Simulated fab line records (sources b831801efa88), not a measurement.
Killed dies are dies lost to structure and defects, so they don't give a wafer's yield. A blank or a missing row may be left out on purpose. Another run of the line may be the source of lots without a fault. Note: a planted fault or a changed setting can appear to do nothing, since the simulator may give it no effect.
Chamber matching + flow gf180mcu + rie-diel-03 running GF_V2_ETCH_16: 4 sister chambers
The step etches BARC in N2/H2. 16 wafers are shown with their chamber, then 8 later ones without.

## WAFERS WITH THEIR CHAMBER
| wafer  | chamber | drypump-motor-current-A (A) | rf-fwd-power-W (W) | throttle-valve-pct (%) |
|--------|---------|-----------------------------|--------------------|------------------------|
| L075.1 | 2       | 5.1                         | 493.4              | 13.231                 |
| L075.3 | 3       | 6.7                         | 495.8              | 13.225                 |
| L075.6 | 3       | 6.7                         | 494.1              | 13.230                 |
| L081.2 | 1       | 4.6                         | 498.1              | 13.229                 |
| L081.3 | 2       | 5.0                         | 496.4              | 13.212                 |
| L081.5 | 3       | 6.6                         | 495.9              | 13.220                 |
| L085.1 | 0       | 6.5                         | 494.1              | 13.234                 |
| L085.4 | 0       | 6.5                         | 495.6              | 13.225                 |
| L085.6 | 1       | 4.6                         | 496.8              | 13.232                 |
| L087.4 | 2       | 5.1                         | 496.8              | 13.234                 |
| L087.5 | 3       | 6.7                         | 495.4              | 13.217                 |
| L087.6 | 0       | 6.5                         | 492.9              | 13.215                 |
| L089.2 | 3       | 6.7                         | 491.1              | 13.237                 |
| L089.3 | 2       | 5.0                         | 497.2              | 13.220                 |
| L089.5 | 0       | 6.5                         | 494.0              | 13.211                 |
| L090.3 | 2       | 5.0                         | 497.0              | 13.223                 |

SIGNATURES (averages over the wafers above)
| reading                 | chamber 0 | chamber 1 | chamber 2 | chamber 3 | scatter within a chamber |
|-------------------------|-----------|-----------|-----------|-----------|--------------------------|
| drypump-motor-current-A | 6.500     | 4.600     | 5.040     | 6.680     | 0.0408                   |
| rf-fwd-power-W          | 494.150   | 497.450   | 496.160   | 494.460   | 1.6                      |
| throttle-valve-pct      | 13.22125  | 13.23050  | 13.22400  | 13.22580  | 0.00861                  |
Rule: for a wafer and a chamber, the distance is found by dividing, reading by reading, the gap between the wafer's reading and the chamber's mean by the reading's scatter, squaring, summing and taking the root. The wafer belongs to the nearest chamber; if the next one is less than 2 further off, it can't be placed. The scatter: take each reading less its chamber's mean, square it, sum over the shown wafers, divide by the number of wafers less the number of chambers, and take the root.

## WAFERS WITHOUT THEIR CHAMBER
| wafer  | drypump-motor-current-A (A) | rf-fwd-power-W (W) | throttle-valve-pct (%) |
|--------|-----------------------------|--------------------|------------------------|
| L090.4 | 6.6                         | 491.6              | 13.234                 |
| L090.6 | 5.0                         | 498.1              | 13.220                 |
| L091.1 | 4.6                         | 495.7              | 13.208                 |
| L091.4 | 6.7                         | 495.2              | 13.236                 |
| L091.5 | 4.6                         | 497.0              | 13.240                 |
| L092.2 | 6.6                         | 492.7              | 13.228                 |
| L092.3 | 4.6                         | 494.4              | 13.216                 |
| L092.4 | 6.7                         | 496.8              | 13.225                 |

## CHAMBER TAKEN BY EACH
| wafer  | from the rows above     | in truth |
|--------|-------------------------|----------|
| L090.4 | can't be placed: 3 or 0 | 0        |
| L090.6 | 2                       | 2        |
| L091.1 | 1                       | 1        |
| L091.4 | 3                       | 3        |
| L091.5 | 1                       | 1        |
| L092.2 | can't be placed: 3 or 0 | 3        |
| L092.3 | 1                       | 1        |
| L092.4 | 3                       | 3        |
Correctly placed: 6 of 8. Cannot be placed on the basis of these rows: 2; the candidates contain the true chamber in 2. Number placed wrongly: 0.
